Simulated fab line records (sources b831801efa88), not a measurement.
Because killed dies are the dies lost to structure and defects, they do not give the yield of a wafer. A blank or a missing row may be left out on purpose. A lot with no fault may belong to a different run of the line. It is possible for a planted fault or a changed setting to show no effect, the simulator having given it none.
Matching of chambers :: flow sky130 :: SKY_VIA1_CMP_24 on cmp-02 has 4 sister chambers
The step polishes, stops on SiO2, t overpolish 15 s, target thk 0 nm. 14 wafers are shown with their chamber, then 7 later ones without.

## EACH WAFER AND ITS CHAMBER
wafer: L079.3
chamber: 1
motor-current-A (A): 11.8
overpolish-run-s (s): 15.010
time-to-endpoint-s (s): 64.4

wafer: L079.4
chamber: 3
motor-current-A (A): 10.5
overpolish-run-s (s): 14.993
time-to-endpoint-s (s): 65.6

wafer: L079.5
chamber: 3
motor-current-A (A): 10.2
overpolish-run-s (s): 14.979
time-to-endpoint-s (s): 63.9

wafer: L082.3
chamber: 0
motor-current-A (A): 11.1
overpolish-run-s (s): 15.006
time-to-endpoint-s (s): 64.6

wafer: L082.4
chamber: 1
motor-current-A (A): 11.1
overpolish-run-s (s): 14.985
time-to-endpoint-s (s): 64.3

wafer: L082.6
chamber: 0
motor-current-A (A): 11.2
overpolish-run-s (s): 15.006
time-to-endpoint-s (s): 68.5

wafer: L084.1
chamber: 1
motor-current-A (A): 12.2
overpolish-run-s (s): 14.988
time-to-endpoint-s (s): 62.9

wafer: L084.3
chamber: 2
motor-current-A (A): 10.4
overpolish-run-s (s): 15.006
time-to-endpoint-s (s): 64.1

wafer: L084.6
chamber: 3
motor-current-A (A): 10.5
overpolish-run-s (s): 14.985
time-to-endpoint-s (s): 63.5

wafer: L090.3
chamber: 0
motor-current-A (A): 11.2
overpolish-run-s (s): 15.004
time-to-endpoint-s (s): 66.1

wafer: L090.4
chamber: 1
motor-current-A (A): 11.1
overpolish-run-s (s): 14.994
time-to-endpoint-s (s): 62.8

wafer: L090.5
chamber: 3
motor-current-A (A): 10.5
overpolish-run-s (s): 15.000
time-to-endpoint-s (s): 64.5

wafer: L094.3
chamber: 0
motor-current-A (A): 10.8
overpolish-run-s (s): 14.997
time-to-endpoint-s (s): 64.6

wafer: L094.4
chamber: 2
motor-current-A (A): 10.2
overpolish-run-s (s): 15.004
time-to-endpoint-s (s): 64.0

SIGNATURES (averages over the wafers above)
reading: motor-current-A
chamber 0: 11.075
chamber 1: 11.550
chamber 2: 10.300
chamber 3: 10.425
scatter within a chamber: 0.329

reading: overpolish-run-s
chamber 0: 15.00325
chamber 1: 14.99425
chamber 2: 15.00500
chamber 3: 14.98925
scatter within a chamber: 0.00826

reading: time-to-endpoint-s
chamber 0: 65.950
chamber 1: 63.600
chamber 2: 64.050
chamber 3: 64.375
scatter within a chamber: 1.22
Rule: distance of a wafer from a chamber = root of the sum over the readings of ((wafer's reading minus chamber's mean) / reading's scatter) squared. The wafer belongs to the nearest chamber; if the next one is less than 2 further off, it can't be placed. The scatter: the root of (the sum of the squares of (reading less its chamber's mean) over the shown wafers, divided by (wafers less chambers)).

## WAFERS WITH NO CHAMBER GIVEN
wafer: L094.5
motor-current-A (A): 10.0
overpolish-run-s (s): 15.000
time-to-endpoint-s (s): 62.9

wafer: L095.2
motor-current-A (A): 10.5
overpolish-run-s (s): 15.018
time-to-endpoint-s (s): 66.2

wafer: L095.4
motor-current-A (A): 11.0
overpolish-run-s (s): 14.992
time-to-endpoint-s (s): 68.2

wafer: L095.5
motor-current-A (A): 11.2
overpolish-run-s (s): 14.994
time-to-endpoint-s (s): 69.0

wafer: L097.1
motor-current-A (A): 11.3
overpolish-run-s (s): 15.015
time-to-endpoint-s (s): 65.4

wafer: L097.2
motor-current-A (A): 10.3
overpolish-run-s (s): 14.998
time-to-endpoint-s (s): 63.0

wafer: L097.4
motor-current-A (A): 10.9
overpolish-run-s (s): 14.995
time-to-endpoint-s (s): 64.8

## EACH ONE'S CHAMBER
wafer: L094.5
from the rows above: can't be placed: 2 or 3
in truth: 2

wafer: L095.2
from the rows above: can't be placed: 2 or 0 or 3
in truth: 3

wafer: L095.4
from the rows above: can't be placed: 0 or 3 or 1
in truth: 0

wafer: L095.5
from the rows above: can't be placed: 0 or 3 or 1
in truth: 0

wafer: L097.1
from the rows above: can't be placed: 0 or 1 or 2
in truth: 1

wafer: L097.2
from the rows above: can't be placed: 2 or 3
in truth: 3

wafer: L097.4
from the rows above: can't be placed: 0 or 3 or 1 or 2
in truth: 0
Correct placement for 0 of the 7. Unplaceable from these rows: 7, with the true chamber sitting among the candidates in 7. 0 placed wrongly.
